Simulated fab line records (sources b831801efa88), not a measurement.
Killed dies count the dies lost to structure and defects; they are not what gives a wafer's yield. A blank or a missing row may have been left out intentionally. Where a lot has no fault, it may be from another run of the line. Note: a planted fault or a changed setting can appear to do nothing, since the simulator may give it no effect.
fab line records | flow gf180mcu | part 2 of 2: steps 26 to 38 of 38
record lots=5 wafers=15 last-day=33
route steps=602 shown CONTACT@310 M1@315 V1@335
lots with no fault: from the same line, run without faults
start-h: the number of hours between the record's first day and the start of the first shown wafer of the lot | wait-h: hours since the lot's step before | " repeats the value in the row above | L1.1+2: a single row standing in for several wafers | - either no value or no given start | * or withheld: withheld | < > ~ a bound
route shown NAME@n: NAME is a module with steps in the file, n the number in the route of the first one | usual: the fault-free wafers' mean and standard deviation | same: alike in all rows | chamber/n: place in a boat | sites: per-site readings | _std_site: how widely they spread, as a standard deviation | _edge_site: outer sites' mean less inner sites' | radius-mm: for every site, how far away it sits from the centre of the wafer | mask NAME#n: copy n | behind: tool/chamber where the wafer was last shaped | hold: reason for holding the lot/hours on hold/outcome of the hold | device: the transistor (n, p or np) that didn't switch | end of line: at the end of the route, the tests of the same wafers | a step without rows: its recipe alone | killed: dies lost to structure and defects at the first sort, not the wafer's yield | map: dies across one wafer; x = killed, . = not, _ = none there
set.NAME: the setting that was run; set.NAME@STEP: the one run at that earlier step | model.NAME: the simulator's own value behind a step, which no gauge read
certain route steps with their lots: each step a table, each wafer a row
services: from which hour (start-h, from the record's first day; less than 0 if before it) a tool's chamber was out of use, for how many hours, and why
## steps
# step GF_V1_CVD_00
# recipe material=SiO2 target-thk-nm=600 sigma-open-frac=0.3 temp-c=400 time-s=100 sih4-flow-sccm=60 pressure-mtorr=6
# usual susceptor-temp-C=400.05/0.24
# columns lot.wafer tool chamber start-h wait-h susceptor-temp-C
L079.1 hdpcvd-01 1 431.20 0.0 399.96
L079.2 " 2 " " 399.78
L079.3 " 2 " " 399.69
L080.1 hdpcvd-01 2 443.54 0.0 400.09
L080.4 " 1 " " 400.17
L080.5 " 0 " " 400.05
L084.3 hdpcvd-01 1 479.06 0.0 399.95
L084.4 " 0 " " 399.75
L084.6 " 1 " " 399.98
L087.1 hdpcvd-02 1 510.21 0.0 400.12
L087.3 " 2 " " 400.34
L087.6 " 0 " " 399.98
L093.2 hdpcvd-02 1 556.00 0.0 400.22
L093.3 " 0 " " 400.15
L093.5 " 1 " " 399.94
# step GF_V1_THK_MEAS_01
# recipe reads=SiO2_of_V1_CVD_00
# usual V1_CVD_00_THK=605/6.1
# columns lot.wafer tool chamber start-h wait-h V1_CVD_00_THK[nm]
L079.1 film-metro-03 - 431.31 0.1 603
L079.2 " - " " 610
L079.3 " - " " 610
L080.1 film-metro-03 - 443.61 0.0 610
L080.4 " - " " 603
L080.5 " - " " 605
L084.3 film-metro-02 - 479.15 0.1 604
L084.4 " - " " 601
L084.6 " - " " 608
L087.1 film-metro-02 - 510.28 0.0 605
L087.3 " - " " 610
L087.6 " - " " 600
L093.2 film-metro-02 - 556.09 0.0 602
L093.3 " - " " 595
L093.5 " - " " 605
# step GF_V1_CVD_02
# recipe material=SiO2 target-thk-nm=850 precursor=TEOS temp-c=400 time-s=94.851 rf-w=600
# usual heater-power-w=663/100 susceptor-temp-C=400.04/0.23
# columns lot.wafer tool chamber start-h wait-h heater-power-w susceptor-temp-C
L079.1 pecvd-04 0 431.37 0.1 689 399.94
L079.2 " 2 " " 734 399.67
L079.3 " 1 " " 645 400.19
L080.1 pecvd-01 0 443.67 0.1 584 399.83
L080.4 " 2 " " 900 399.77
L080.5 " 1 " " 533 400.17
L084.3 pecvd-04 1 479.19 0.0 630 400.00
L084.4 " 2 " " 603 399.82
L084.6 " 1 " " 513 400.07
L087.1 pecvd-04 2 510.34 0.1 713 400.03
L087.3 " 1 " " 655 400.02
L087.6 " 2 " " 759 400.05
L093.2 pecvd-04 0 556.14 0.0 746 400.09
L093.3 " 1 " " 613 400.06
L093.5 " 2 " " 713 399.65
# step GF_V1_THK_MEAS_03
# recipe reads=SiO2_of_V1_CVD_02
# usual V1_CVD_02_THK=851/10
# columns lot.wafer tool chamber start-h wait-h V1_CVD_02_THK[nm]
L079.1 film-metro-04 - 431.44 0.0 859
L079.2 " - " " 850
L079.3 " - " " 842
L080.1 film-metro-02 - 443.74 0.0 849
L080.4 " - " " 858
L080.5 " - " " 856
L084.3 film-metro-03 - 479.28 0.1 837
L084.4 " - " " 856
L084.6 " - " " 842
L087.1 film-metro-04 - 510.41 0.0 833
L087.3 " - " " 847
L087.6 " - " " 867
L093.2 film-metro-04 - 556.21 0.0 847
L093.3 " - " " 839
L093.5 " - " " 856
# step GF_V1_CMP_04
# recipe material=SiO2 down-force-psi=4 platen-rpm=60 pad-velocity-m-s=0.94248
# usual motor-current-A=12.4/1.5 time-to-endpoint-s=80/5.1
# columns lot.wafer tool chamber start-h wait-h motor-current-A time-to-endpoint-s
L079.3 cmp-01 2 431.55 0.1 11.9 73
L079.1 " 3 " " 12.0 85
L079.2 " 0 " " 11.6 77
L080.1 cmp-01 2 443.80 0.1 14.0 77
L080.4 " 3 " " 12.5 84
L080.5 " 2 " " 13.1 77
L084.4 cmp-02 1 479.32 0.0 13.5 86
L084.3 " 2 " " 11.4 82
L084.6 " 1 " " 12.9 79
L087.1 cmp-01 3 510.52 0.1 12.0 77
L087.3 " 1 " " 13.7 81
L087.6 " 3 " " 12.9 87
L093.3 cmp-02 0 556.31 0.1 15.0 79
L093.2 " 2 " " 11.2 87
L093.5 " 0 " " 14.5 87
# step GF_V1_BOW_MEAS_05
# recipe mode=bow
# usual V1_BOW=85/7.8
# columns lot.wafer tool chamber start-h wait-h V1_BOW[um]
L079.1 film-metro-02 - 431.80 0.1 74
L079.2 " - " " 76
L079.3 " - " " 79
L080.1 film-metro-03 - 444.10 0.2 83
L080.4 " - " " 75
L080.5 " - " " 82
L084.3 film-metro-02 - 479.66 0.2 94
L084.4 " - " " 98
L084.6 " - " " 96
L087.1 film-metro-03 - 510.77 0.2 79
L087.3 " - " " 72
L087.6 " - " " 78
L093.2 film-metro-04 - 556.58 0.1 97
L093.3 " - " " 86
L093.5 " - " " 85
# step GF_V1_DEHYDRATE_06
# recipe temp-c=200 time-s=60
# columns lot.wafer tool chamber start-h wait-h
L079.1+2+3 litho-track-03 0 443.11 11.3
L080.1+4+5 litho-track-03 0 455.81 11.7
L084.3+4+6 litho-track-02 0 490.95 11.3
L087.1+3+6 litho-track-02 0 521.90 11.1
L093.2+3+5 litho-track-04 0 567.00 10.4
# step GF_V1_HMDS_07
# recipe prime-time-s=60 prime-temp-c=120
# columns lot.wafer tool chamber start-h wait-h
L079.1+2+3 litho-track-03 0 443.26 0.1
L080.1+4+5 litho-track-03 0 455.96 0.1
L084.3+4+6 litho-track-02 0 491.10 0.1
L087.1+3+6 litho-track-02 0 522.05 0.1
L093.2+3+5 litho-track-04 0 567.15 0.1
# step GF_V1_COAT_08
# recipe resist=BARC temp-c=withheld time-s=withheld spin-rpm=withheld resist-thk-nm=withheld
# columns lot.wafer tool chamber start-h wait-h
L079.1+2+3 litho-track-03 0 443.41 0.1
L080.1+4+5 litho-track-03 0 456.11 0.1
L084.3+4+6 litho-track-02 0 491.25 0.1
L087.1+3+6 litho-track-02 0 522.20 0.1
L093.2+3+5 litho-track-04 0 567.30 0.1
# step GF_V1_COAT_09
# recipe resist=KrF spin-rpm=withheld resist-thk-nm=1000
# columns lot.wafer tool chamber start-h wait-h
L079.1+2+3 litho-track-03 0 - -
L080.1+4+5 litho-track-03 0 - -
L084.3+4+6 litho-track-02 0 - -
L087.1+3+6 litho-track-02 0 - -
L093.2+3+5 litho-track-04 0 - -
# step GF_V1_SOFTBAKE_10
# recipe temp-c=130 time-s=60 resist=KrF
# columns lot.wafer tool chamber start-h wait-h
L079.1+2+3 litho-track-03 0 - -
L080.1+4+5 litho-track-03 0 - -
L084.3+4+6 litho-track-02 0 - -
L087.1+3+6 litho-track-02 0 - -
L093.2+3+5 litho-track-04 0 - -
# step GF_V1_EXPOSE_11
# recipe mask-id=Via1 target-cd-nm=260 na=0.68 source-shape=conventional sigma-outer=0.6 dose-mj=38
# usual focus-offset-nm=0.1/0.56
# same na=0.68
# columns lot.wafer tool chamber start-h wait-h mask focus-offset-nm
L079.1 krf-scanner-01 0 - - Via1#0 0.1
L079.2 " 0 " " Via1#0 -0.8
L079.3 " 0 " " Via1#0 -0.2
L080.1 krf-scanner-01 0 - - Via1#0 0.2
L080.4 " 0 " " Via1#0 -0.1
L080.5 " 0 " " Via1#0 0.0
L084.3 krf-scanner-02 0 - - Via1#0 0.4
L084.4 " 0 " " Via1#0 0.0
L084.6 " 0 " " Via1#0 -0.8
L087.1 krf-scanner-02 0 - - Via1#0 0.7
L087.3 " 0 " " Via1#0 0.4
L087.6 " 0 " " Via1#0 -0.1
L093.2 krf-scanner-01 0 - - Via1#0 0.8
L093.3 " 0 " " Via1#0 -0.2
L093.5 " 0 " " Via1#0 0.5
# step GF_V1_PEB_12
# recipe peb-temp-c=135 peb-time-s=90 resist=KrF
# columns lot.wafer tool chamber start-h wait-h
L079.1+2+3 litho-track-04 0 - -
L080.1+4+5 litho-track-02 0 - -
L084.3+4+6 litho-track-02 0 - -
L087.1+3+6 litho-track-03 0 - -
L093.2+3+5 litho-track-03 0 - -
## services
# columns tool chamber start-h hours kind
cvd-w-01 - 383.52 0.3 repair
rie-metal-04 1 386.16 7.3 repair
cvd-w-01 - 390.00 14.0 pm
pvd-sputter-03 - 392.85 3.2 repair
hdpcvd-01 - 402.33 14.6 pm
krf-scanner-01 - 415.84 0.3 repair
krf-scanner-02 - 419.56 2.7 repair
cmp-01 - 421.72 0.9 repair
pvd-sputter-04 - 439.95 5.2 repair
krf-scanner-02 - 441.95 4.4 pm
krf-scanner-01 - 452.85 0.8 pm
krf-scanner-02 - 461.37 1.3 pm
krf-scanner-02 - 480.20 1.0 pm
krf-scanner-01 - 482.45 1.0 pm
cvd-w-01 - 488.12 28.1 pm
krf-scanner-02 - 498.96 0.8 pm
wet-bench-02 - 500.37 1.7 repair
krf-scanner-02 - 508.74 0.2 repair
krf-scanner-02 - 509.68 0.2 repair
cvd-w-01 - 516.22 14.6 pm
krf-scanner-01 - 554.12 1.3 pm
krf-scanner-02 - 555.95 1.0 repair
cvd-w-01 1 569.39 1.9 repair
cmp-01 - 572.00 4.0 pm
